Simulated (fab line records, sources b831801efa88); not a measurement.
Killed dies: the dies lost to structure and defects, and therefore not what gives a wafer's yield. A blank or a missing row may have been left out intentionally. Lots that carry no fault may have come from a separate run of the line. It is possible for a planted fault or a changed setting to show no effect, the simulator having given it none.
fab line records	flow gf180mcu
record lots=11	wafers=33	last-day=34
route steps=602 shown STI@15 HV_LDD@232 M1@316 V1@352
lots untouched by any fault: they come from a run of this same line in which no faults occurred
start-h: hours from the record's first day to the start of the lot's first wafer shown	wait-h: hours from the lot's prior step to this one	" same as the row above	L1.1+2: one row covering several wafers at once	- no value present, or no start provided	* or withheld: withheld	< > ~ a bound
route shown NAME@n: a module of which the file shows steps, and the number in the route of the first	usual: the fault-free wafers' mean and standard deviation	same: alike in all rows	chamber/n: place in a boat	sites: readings site by site	_std_site: the standard deviation of these	_edge_site: mean of outer sites minus mean of inner sites	radius-mm: for every site, how far away it sits from the centre of the wafer	mask NAME#n: copy n	behind: tool/chamber where the wafer was last shaped	hold: the reason the lot was held/the length of the hold in hours/how it ended	device: whichever transistor did not switch (one of n, p or np)	end of line: at the end of the route, the tests of the same wafers	for a step that has no rows: nothing shown but its recipe	killed: the dies lost at the first sort to structure and to defects; this is not the yield of the wafer	map: shows each die of a wafer: x if killed, . if not, _ if none is there
set.NAME: the run value of the setting; set.NAME@STEP: its run value at that earlier step	model.NAME: the simulator's own value behind a step, which no gauge read
route steps across a sampled set of lots; one table per step, one row per wafer
services: a tool's chamber out of use, with start hour (start-h, from the record's first day; less than 0 if before it), hours out, and reason
## steps
# step GF_STI_ETCH_14
# recipe target=Si	chemistry=HBr/Cl2/O2	target-depth-nm=360	icp-w=600	bias-w=150	pressure-mtorr=15	HBr_flow_sccm=150	Cl2_flow_sccm=40	O2_flow_sccm=6	time-s=102.9
# usual drypump-motor-current-A=5.5/0.54	he-backside-leak-sccm=2.61/0.25	oes-product-au=0.995/0.015	throttle-valve-pct=25.661/0.014
lot.wafer	tool	chamber	start-h	wait-h	drypump-motor-current-A	he-backside-leak-sccm	oes-product-au	rf-hours-counter-h	throttle-valve-pct
L587.1	rie-si-01	1	30.61	0.0	4.9	2.31	0.994	21	25.682
L587.2	"	0	"	"	5.9	3.01	0.971	81	25.677
L587.3	"	2	"	"	5.4	2.51	1.006	3	25.658
L588.1	rie-si-01	1	35.94	0.0	4.9	2.48	0.993	21	25.659
L588.3	"	2	"	"	5.4	2.29	0.987	3	25.653
L588.5	"	2	"	"	5.4	2.47	0.991	-	25.663
L591.1	rie-si-02	2	52.79	0.0	6.5	2.47	1.023	73	25.622
L591.2	"	0	"	"	5.3	2.56	0.981	29	25.690
L591.3	"	3	"	"	5.4	3.08	0.995	133	25.644
L596.1	rie-si-01	1	77.49	0.0	4.9	2.26	0.994	21	25.679
L596.4	"	0	"	"	6.0	2.94	0.981	82	25.685
L596.5	"	2	"	"	5.3	2.57	0.985	-	25.669
L600.1	rie-si-01	3	97.74	0.0	5.0	2.78	0.991	39	25.661
L600.2	"	2	"	"	5.4	2.75	0.985	4	25.673
L600.4	"	0	"	"	5.9	2.92	0.980	82	25.672
L601.1	rie-si-01	3	104.19	0.0	5.0	2.85	0.986	39	25.663
L601.2	"	2	"	"	5.4	2.66	0.975	4	25.674
L601.3	"	1	"	"	4.9	2.28	1.009	21	25.645
L603.2	rie-si-01	1	113.54	0.0	4.9	2.34	1.021	21	25.652
L603.3	"	0	"	"	5.9	2.93	0.979	82	25.678
L603.6	"	0	"	"	5.9	2.80	0.981	-	25.679
L604.1	rie-si-02	0	118.06	0.0	5.3	2.68	1.007	30	25.652
L604.3	"	3	"	"	5.3	3.02	1.014	134	25.646
L604.6	"	3	"	"	5.4	3.11	1.004	-	25.676
L606.2	rie-si-02	0	128.99	0.0	5.3	2.74	0.997	30	25.655
L606.3	"	1	"	"	6.2	2.69	0.976	3	25.678
L606.4	"	2	"	"	6.5	2.42	1.003	73	25.656
L607.1	rie-si-01	3	133.79	0.0	5.0	2.68	0.998	39	25.660
L607.5	"	1	"	"	4.9	2.40	1.004	-	25.661
L607.6	"	0	"	"	5.9	2.85	0.977	-	25.670
L608.3	rie-si-01	1	140.40	0.0	4.9	2.24	1.015	22	25.627
L608.5	"	2	"	"	5.4	2.33	0.974	-	25.677
L608.6	"	3	"	"	5.1	2.87	0.999	-	25.667
# step GF_HV_LDD_CVD_56
# recipe material=Si3N4	precursor=DCS/NH3	target-thk-nm=90	temp-c=770	time-s=1543	pressure-mtorr=250
# usual spike-tc-centre-C=770.7/1.2	spike-tc-lower-C=769.8/1.3	spike-tc-upper-C=770.0/1.2	susceptor-temp-C=769.9/0.31
lot.wafer	tool	chamber	start-h	wait-h	spike-tc-centre-C	spike-tc-lower-C	spike-tc-upper-C	susceptor-temp-C
L587.1	lpcvd-02	0	282.12	0.1	771.9	768.5	769.9	770.3
L587.2	"	0	"	"	771.6	768.4	770.7	769.8
L587.3	"	0	"	"	771.9	770.9	768.7	770.1
L588.1	lpcvd-01	0	297.35	0.1	771.5	768.6	768.2	770.1
L588.3	"	0	"	"	769.3	770.0	769.9	770.2
L588.5	"	0	"	"	768.5	768.4	769.7	769.6
L591.1	lpcvd-02	0	317.29	0.1	770.7	769.4	770.4	769.7
L591.2	"	0	"	"	770.1	770.3	769.2	770.1
L591.3	"	0	"	"	771.7	769.3	771.2	769.7
L596.1	lpcvd-01	0	359.44	0.1	769.7	769.6	767.5	769.4
L596.4	"	0	"	"	769.2	770.7	769.3	769.4
L596.5	"	0	"	"	770.0	770.6	770.1	769.6
L600.1	lpcvd-02	1	394.07	0.1	778.9	772.9	776.0	775.1
L600.2	"	1	"	"	776.7	774.2	774.5	774.9
L600.4	"	1	"	"	775.8	774.5	775.1	775.1
L601.1	lpcvd-02	1	396.22	0.1	778.5	774.6	774.9	774.9
L601.2	"	1	"	"	777.6	773.9	775.0	775.3
L601.3	"	1	"	"	775.9	774.2	774.0	774.8
L603.2	lpcvd-01	1	414.94	0.0	769.6	769.2	769.1	770.0
L603.3	"	1	"	"	768.7	773.0	766.4	769.7
L603.6	"	1	"	"	770.9	771.9	768.7	770.2
L604.1	lpcvd-02	0	418.94	0.1	771.6	771.3	771.1	769.5
L604.3	"	0	"	"	770.2	770.4	769.2	770.1
L604.6	"	0	"	"	771.6	769.1	770.7	769.6
L606.2	lpcvd-01	1	440.93	0.0	770.7	771.0	769.0	769.5
L606.3	"	1	"	"	769.3	771.5	769.0	769.4
L606.4	"	1	"	"	772.1	772.3	769.7	769.6
L607.1	lpcvd-01	0	453.48	0.1	771.0	769.7	772.4	769.9
L607.5	"	0	"	"	771.5	772.1	769.9	769.8
L607.6	"	0	"	"	768.9	769.9	768.8	770.1
L608.3	lpcvd-01	0	456.27	0.0	769.5	769.6	768.6	769.6
L608.5	"	0	"	"	770.6	770.7	768.0	769.6
L608.6	"	0	"	"	771.4	772.3	771.2	769.8
# step GF_HV_LDD_THK_MEAS_57
# recipe reads=Si3N4_of_HV_LDD_CVD_56
# usual HV_LDD_CVD_56_THK=90.1/0.98
lot.wafer	tool	chamber	start-h	wait-h	HV_LDD_CVD_56_THK[nm]
L587.1	film-metro-02	-	283.55	0.0	88.9
L587.2	"	-	"	"	89.2
L587.3	"	-	"	"	88.5
L588.1	film-metro-02	-	298.78	0.0	90.1
L588.3	"	-	"	"	90.6
L588.5	"	-	"	"	90.0
L591.1	film-metro-03	-	318.72	0.0	89.0
L591.2	"	-	"	"	88.7
L591.3	"	-	"	"	88.9
L596.1	film-metro-03	-	360.86	0.0	91.2
L596.4	"	-	"	"	90.4
L596.5	"	-	"	"	91.6
L600.1	film-metro-04	-	395.49	0.0	98.2
L600.2	"	-	"	"	98.1
L600.4	"	-	"	"	97.6
L601.1	film-metro-04	-	397.65	0.0	100.6
L601.2	"	-	"	"	100.3
L601.3	"	-	"	"	100.2
L603.2	film-metro-02	-	416.37	0.0	92.3
L603.3	"	-	"	"	92.0
L603.6	"	-	"	"	91.9
L604.1	film-metro-03	-	420.36	0.0	89.3
L604.3	"	-	"	"	89.0
L604.6	"	-	"	"	89.6
L606.2	film-metro-04	-	442.37	0.0	90.0
L606.3	"	-	"	"	91.0
L606.4	"	-	"	"	89.8
L607.1	film-metro-03	-	454.90	0.0	89.5
L607.5	"	-	"	"	89.1
L607.6	"	-	"	"	90.2
L608.3	film-metro-04	-	457.72	0.0	90.4
L608.5	"	-	"	"	89.3
L608.6	"	-	"	"	90.1
# step GF_HV_LDD_ETCHBACK_58
# recipe chemistry=CH3F/O2	target=Si3N4	stop-on=SiO2	source-w=400	bias-w=80	pressure-mtorr=25	ch3f-flow-sccm=40	O2_flow_sccm=30	time-s=100	target-depth-a=900
# usual drypump-motor-current-A=5.8/0.38	oes-product-au=0.843/0.0073	throttle-valve-pct=10.560/0.0089
lot.wafer	tool	chamber	start-h	wait-h	drypump-motor-current-A	oes-product-au	rf-hours-counter-h	throttle-valve-pct
L587.1	rie-diel-02	1	283.61	0.1	5.9	0.834	95	10.548
L587.2	"	0	"	"	5.7	0.833	42	10.564
L587.3	"	3	"	"	6.3	0.843	68	10.558
L588.1	rie-diel-02	3	298.84	0.1	6.3	0.840	69	10.557
L588.3	"	2	"	"	5.3	0.841	0	10.563
L588.5	"	1	"	"	5.9	0.831	-	10.573
L591.1	rie-diel-01	0	318.78	0.1	6.2	0.836	91	10.569
L591.2	"	2	"	"	5.1	0.836	58	10.562
L591.3	"	3	"	"	6.2	0.836	52	10.554
L596.1	rie-diel-03	1	360.92	0.1	5.8	0.850	105	10.567
L596.4	"	2	"	"	5.4	0.837	11	10.574
L596.5	"	3	"	"	5.8	0.846	-	10.565
L600.1	rie-diel-02	1	395.55	0.1	6.0	0.879	99	10.574
L600.2	"	0	"	"	5.8	0.885	46	10.570
L600.4	"	3	"	"	6.3	0.888	71	10.564
L601.1	rie-diel-03	2	397.71	0.1	5.4	0.901	12	10.565
L601.2	"	0	"	"	5.9	0.895	18	10.567
L601.3	"	1	"	"	5.7	0.902	106	10.578
L603.2	rie-diel-01	3	416.42	0.0	6.2	0.865	54	10.559
L603.3	"	0	"	"	6.3	0.851	94	10.563
L603.6	"	0	"	"	6.3	0.847	-	10.554
L604.1	rie-diel-02	3	420.42	0.1	6.3	0.830	72	10.560
L604.3	"	1	"	"	5.9	0.835	100	10.546
L604.6	"	2	"	"	5.3	0.835	-	10.553
L606.2	rie-diel-03	0	442.42	0.0	5.9	0.838	19	10.571
L606.3	"	3	"	"	5.7	0.852	19	10.545
L606.4	"	0	"	"	5.8	0.851	-	10.565
L607.1	rie-diel-02	3	454.96	0.1	6.3	0.835	73	10.548
L607.5	"	2	"	"	5.2	0.842	-	10.560
L607.6	"	3	"	"	6.3	0.836	-	10.563
L608.3	rie-diel-02	2	457.76	0.0	5.2	0.845	4	10.567
L608.5	"	3	"	"	6.3	0.838	-	10.556
L608.6	"	2	"	"	5.2	0.840	-	10.569
# step GF_M1_SPUTTER_01
# recipe material=TiN	target-thk-nm=30	power-w=6500	time-s=25	chamber-pressure-pa=0.4
# usual throttle-valve-pct=29.6/1.5
lot.wafer	tool	chamber	start-h	wait-h	throttle-valve-pct
L587.1	pvd-sputter-03	-	372.14	0.1	28.7
L587.2	"	-	"	"	30.9
L587.3	"	-	"	"	30.7
L588.1	pvd-sputter-01	-	389.88	0.1	28.8
L588.3	"	-	"	"	26.7
L588.5	"	-	"	"	27.6
L591.1	pvd-sputter-02	-	410.63	0.1	30.9
L591.2	"	-	"	"	29.8
L591.3	"	-	"	"	31.3
L596.1	pvd-sputter-02	-	458.50	0.1	29.6
L596.4	"	-	"	"	31.6
L596.5	"	-	"	"	31.5
L600.1	pvd-sputter-01	-	496.58	0.1	31.0
L600.2	"	-	"	"	27.5
L600.4	"	-	"	"	29.3
L601.1	pvd-sputter-02	-	497.63	0.1	31.0
L601.2	"	-	"	"	29.7
L601.3	"	-	"	"	31.3
L603.2	pvd-sputter-01	-	516.50	0.1	27.9
L603.3	"	-	"	"	26.7
L603.6	"	-	"	"	30.9
L604.1	pvd-sputter-02	-	520.78	0.1	31.3
L604.3	"	-	"	"	29.7
L604.6	"	-	"	"	31.3
L606.2	pvd-sputter-02	-	541.81	0.1	31.6
L606.3	"	-	"	"	31.2
L606.4	"	-	"	"	29.9
L607.1	pvd-sputter-02	-	552.71	0.1	29.9
L607.5	"	-	"	"	29.7
L607.6	"	-	"	"	31.4
L608.3	pvd-sputter-01	-	555.46	0.1	26.6
L608.5	"	-	"	"	30.9
L608.6	"	-	"	"	26.8
# step GF_V1_ETCH_17
# recipe chemistry=C4F8/O2/Ar	mask-material=KrF	target=SiO2	stop-on=TiN	source-w=1500	bias-w=1200	pressure-mtorr=40	c4f8-flow-sccm=withheld	O2_flow_sccm=6	Ar_flow_sccm=300	time-s=withheld	target-depth-a=6300
# usual oes-product-au=0.856/0.0047
lot.wafer	tool	chamber	start-h	wait-h	oes-product-au
L587.1	rie-diel-01	2	-	-	0.852
L587.2	"	0	"	"	0.851
L587.3	"	1	"	"	0.851
L588.1	rie-diel-02	1	-	-	0.855
L588.3	"	2	"	"	0.858
L588.5	"	3	"	"	0.852
L591.1	rie-diel-04	0	-	-	0.857
L591.2	"	1	"	"	0.854
L591.3	"	3	"	"	0.861
L596.1	rie-diel-01	1	-	-	0.850
L596.4	"	0	"	"	0.857
L596.5	"	0	"	"	0.848
L600.1	rie-diel-04	0	-	-	0.864
L600.2	"	3	"	"	0.854
L600.4	"	3	"	"	0.859
L601.1	rie-diel-01	2	-	-	0.853
L601.2	"	1	"	"	0.859
L601.3	"	3	"	"	0.858
L603.2	rie-diel-02	0	-	-	0.857
L603.3	"	2	"	"	0.861
L603.6	"	0	"	"	0.852
L604.1	rie-diel-02	2	-	-	0.850
L604.3	"	3	"	"	0.852
L604.6	"	1	"	"	0.851
L606.2	rie-diel-01	2	-	-	0.857
L606.3	"	1	"	"	0.861
L606.4	"	3	"	"	0.849
L607.1	rie-diel-01	3	-	-	0.856
L607.5	"	0	"	"	0.858
L607.6	"	3	"	"	0.855
L608.3	rie-diel-02	0	-	-	0.852
L608.5	"	0	"	"	0.855
L608.6	"	1	"	"	0.853
## services
tool	chamber	start-h	hours	kind
rie-si-01	2	118.71	20.1	repair
rie-diel-02	-	121.14	0.4	repair
rie-si-01	1	129.04	4.1	repair
rie-diel-02	0	133.19	1.7	repair
rie-diel-02	2	134.76	3.0	repair
rie-si-01	0	136.64	8.7	repair
rie-diel-02	1	155.48	14.2	repair
rie-diel-02	3	201.58	10.1	repair
rie-si-01	2	234.09	1.0	repair
rie-si-01	2	286.11	4.1	repair
rie-si-01	0	329.18	76.1	repair
rie-si-01	1	334.77	1.1	repair
rie-diel-02	-	336.21	0.5	repair
rie-si-01	-	361.41	0.7	repair
rie-diel-02	-	394.67	0.1	repair
rie-si-01	-	427.82	2.8	pm
rie-si-01	-	454.69	4.3	pm
rie-diel-02	-	540.33	2.8	pm
rie-diel-02	1	558.17	4.4	repair
rie-diel-02	3	562.15	5.2	repair
rie-diel-02	-	565.34	1.0	repair
rie-diel-02	1	569.03	4.9	repair
rie-diel-02	0	576.82	7.4	repair
rie-diel-02	3	590.20	4.7	repair
## key
first-sign step=GF_HV_LDD_CVD_56	reading=susceptor-temp-C	direction=up	sigmas=16	usual=*	struck=*
effect step=GF_HV_LDD_CVD_56	reading=spike-tc-centre-C	direction=up	sigmas=5.4	usual=770.7	struck=777.2
effect step=GF_HV_LDD_THK_MEAS_57	reading=HV_LDD_CVD_56_THK	direction=up	sigmas=9.2	usual=90.1	struck=99.2
effect step=GF_HV_LDD_ETCHBACK_58	reading=oes-product-au	direction=up	sigmas=6.6	usual=0.843	struck=0.892
met-at GF_HV_LDD_CVD_56
struck-lots L600,L601
struck-wafers L600.1,L600.2,L600.4,L601.1,L601.2,L601.3
tester-left-out L600,L601
not-acting-at GF_STI_ETCH_14,GF_M1_SPUTTER_01,GF_V1_ETCH_17
fault kind=process-parameter-drift	tool=lpcvd-02	chamber=1	onset-h=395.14	steps=GF_HV_LDD_CVD_56	channel=temp-c	offset=*	shape=step	end-h=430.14	acts-in=*	stated=*
# tester-left-out: of these lots the tester's yield and bins aren't shown, on N5 and GAA mostly nor the transistor test; their killed dies are dies lost to structure and defects alone, not to doping, threshold or leakage, so they don't give the yield
